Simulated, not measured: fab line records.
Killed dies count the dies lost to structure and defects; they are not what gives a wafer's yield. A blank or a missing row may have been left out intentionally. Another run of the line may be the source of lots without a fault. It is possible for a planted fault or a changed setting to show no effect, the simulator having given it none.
A struck lot beside a sound one || flow gf180mcu || 15 out of 602 route steps
Sound: wafers L326.1, L326.5, L326.6. Struck: wafer L336.3 (L336.4, L336.5, from the same lot, were not struck and are left out); the cause is given at the end.
Per side, at each step with rows, come the tool, then ch with its chambers, and then its first start. Under that, the readings that differ: sound wafers || struck wafers || difference of the means || sigmas: that difference in standard deviations of wafers without a fault.
alike: a reading whose means differ by less than 2 such deviations, as well as words and numbers matching on both sides. not compared: withheld readings; readings where some wafer has no value; bounds like >300 that might hide an equal value; numbers whose values overlap and for which the record gives no deviation.
Wherever a step has rows on one side only, a row that says differs or no value, or a row with sigmas, the two part there. When numbers do not overlap yet have no deviation, they are printed without sigmas and do not part them. A reading that every wafer of one side lacks parts them only if that side has two wafers or more.

first, 3 steps without rows for these wafers: GF_V5_EXPOSE_11 (exposes mask Via5, target cd 260 nm); GF_V5_PEB_12 (peb time 90 s); GF_V5_DEVELOP_13 (develop time 60 s).
GF_V5_CD_MEAS_14: the cd target is 260 nm.
  sound on cdSem-01, day 27 21:01; struck on cdSem-02, day 31 01:52
  alike: cdNm
GF_V5_OVL_MEAS_15:
  sound on overlay-01, day 27 21:08; struck on overlay-02, day 31 01:57
  alike: V5_OVL
GF_V5_ETCH_16: etches BARC in N2/H2.
  sound on rieDiel-03 ch 0,1, day 27 21:11; struck on rieDiel-01 ch 2, day 31 01:59
  alike: drypumpMotorCurrentA, n2FlowSccm, oesProductAu, rfFwdPowerW, throttleValvePct
GF_V5_ETCH_17: etches SiO2 in C4F8/O2/Ar, stops on TiN, target depth 855 nm.
  sound on rieDiel-03 ch 0,1; struck on rieDiel-01 ch 2
  alike: oesProductAu, rfFwdPowerW
GF_V5_STRIP_18: strips in O2/N2.
  sound on plasmaAsher-02 ch 0,1, day 27 21:20; struck on plasmaAsher-02 ch 1, day 31 02:10
  alike: drypumpMotorCurrentA, heaterPowerW, n2FlowSccm, oesProductAu
  not compared: rfHoursCounterH
then, 2 steps without rows for these wafers: GF_V5_STRIP_19 (strips in post etch residue remover, time 1200 s); GF_V5_CLEAN_20 (cleans in DIW).
GF_V5_SPUTTER_21: material Ti, target thk 15 nm, time 80.02 s.
  sound on pvdSputter-02, day 27 21:56; struck on pvdSputter-02, day 31 02:40
  alike: throttleValvePct
GF_V5_SPUTTER_22: material TiN, target thk 10 nm, time 40 s.
  sound on pvdSputter-02, day 27 22:01; struck on pvdSputter-02, day 31 02:43
  alike: throttleValvePct
GF_V5_CVD_23: deposits W, target thk 350 nm, time 104.9 s.
  sound on cvdW-01 ch 0,1, day 27 22:02; struck on cvdW-01 ch 0, day 31 02:48
{"reading": "model.W_of_V5_CVD_23.thkNm (nm)", "sound": "345.3 345.5 349.9", "struck": 356, "difference": "+9", "sigmas": ""}
  alike: heaterPowerW
GF_V5_RS_MEAS_24: a four-point-probe measurement.
  sound on filmMetro-03, day 27 22:10; struck on filmMetro-02, day 31 02:55
  alike: V5_W_RS
then, 1 step without rows for these wafers: GF_PASSIVATION_PROBE_99.

WHERE THEY PART
Nowhere in this record.

WHY: what the simulator had put in
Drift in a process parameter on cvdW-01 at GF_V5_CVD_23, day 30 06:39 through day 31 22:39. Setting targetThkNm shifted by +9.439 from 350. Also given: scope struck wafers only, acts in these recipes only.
